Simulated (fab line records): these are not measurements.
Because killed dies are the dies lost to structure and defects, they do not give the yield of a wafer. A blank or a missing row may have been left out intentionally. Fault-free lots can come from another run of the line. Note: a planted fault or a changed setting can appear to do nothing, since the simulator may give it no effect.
One fault through the eyes of 2 desks / flow sky130 / numbers are kept per desk, each desk with only its own; the story behind them comes last

== THE TOOL OWNER'S DESK: rie-metal-01 ==
The tool's own readings at SKY_METAL4_METAL_ETCH_18 (etches the open film in Cl2/BCl3, stops on SiO2, target depth 845 nm, time 183.1 s): means of the sampled wafers that have a number, for each lot that ran on this tool. If a lot's mean is further than 4 standard deviations from the usual mean, the lot is out of limits and carries the mark OUT (the distance appears in the brackets).
Columns: A = bias-w at SKY_METAL4_METAL_ETCH_18, usual 48.53 W; B = drypump-motor-current-A at SKY_METAL4_METAL_ETCH_18, usual 5.8 A; C = oes-product-au at SKY_METAL4_METAL_ETCH_18, usual 0.863 a.u.; D = throttle-valve-pct at SKY_METAL4_METAL_ETCH_18, usual 22.264 %
lot=L627; first seen here=day 42 11:50; A=45.17 (-22) OUT; B=5.4; C=0.865; D=22.265
lot=L629; first seen here=day 43 08:18; A=45.28 (-22) OUT; B=5.9; C=0.863; D=22.265
lot=L646; first seen here=day 47 12:08; A=48.60; B=5.4; C=0.868; D=22.250
This desk finds L627, L629 out of limits, L627 being first, at day 42 11:50 (bias-w at SKY_METAL4_METAL_ETCH_18). Within limits: L646.

== AT THE METROLOGY DESK ==
What the gauges read for every lot (on any tool): the sampled wafers with a number, averaged. If a lot's mean is further than 4 standard deviations from the usual mean, the lot is out of limits and carries the mark OUT (the distance appears in the brackets).
Columns: A = cd-nm at SKY_METAL4_CD_MEAS_13, usual 300.1 nm; B = METAL4_OVL at SKY_METAL4_OVL_MEAS_14, usual -4 nm
lot=L627; first seen here=day 42 11:32; A=299.0; B=-6
lot=L629; first seen here=day 43 07:58; A=298.8; B=-3
lot=L630; first seen here=day 43 20:49; A=298.8; B=-2
lot=L643; first seen here=day 46 18:58; A=299.4; B=-6
lot=L644; first seen here=day 47 01:09; A=299.3; B=-3
lot=L646; first seen here=day 47 11:51; A=301.9; B=-2
This desk's verdict: no lot among the 6 shows anything out of limits.

== PUT TOGETHER ==
At day 42 11:50, on L627, L629, the tool owner's desk was in a position to raise an alarm.
From the metrology desk's view, nothing was out of limits.
The metrology desk has L627, L629 on record, within its limits.
Every lot named ran SKY_METAL4_METAL_ETCH_18 on rie-metal-01.

== WHAT THE SIMULATOR HAD INSERTED ==
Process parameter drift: rie-metal-01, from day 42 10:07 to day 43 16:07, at SKY_METAL4_METAL_ETCH_18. Setting bias-w, moved by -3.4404, from 48.5. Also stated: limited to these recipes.
Struck lots among those shown: L627, L629.
Delay in hours, fault start to first out-of-limits reading, by desk: the tool owner's desk at 2.
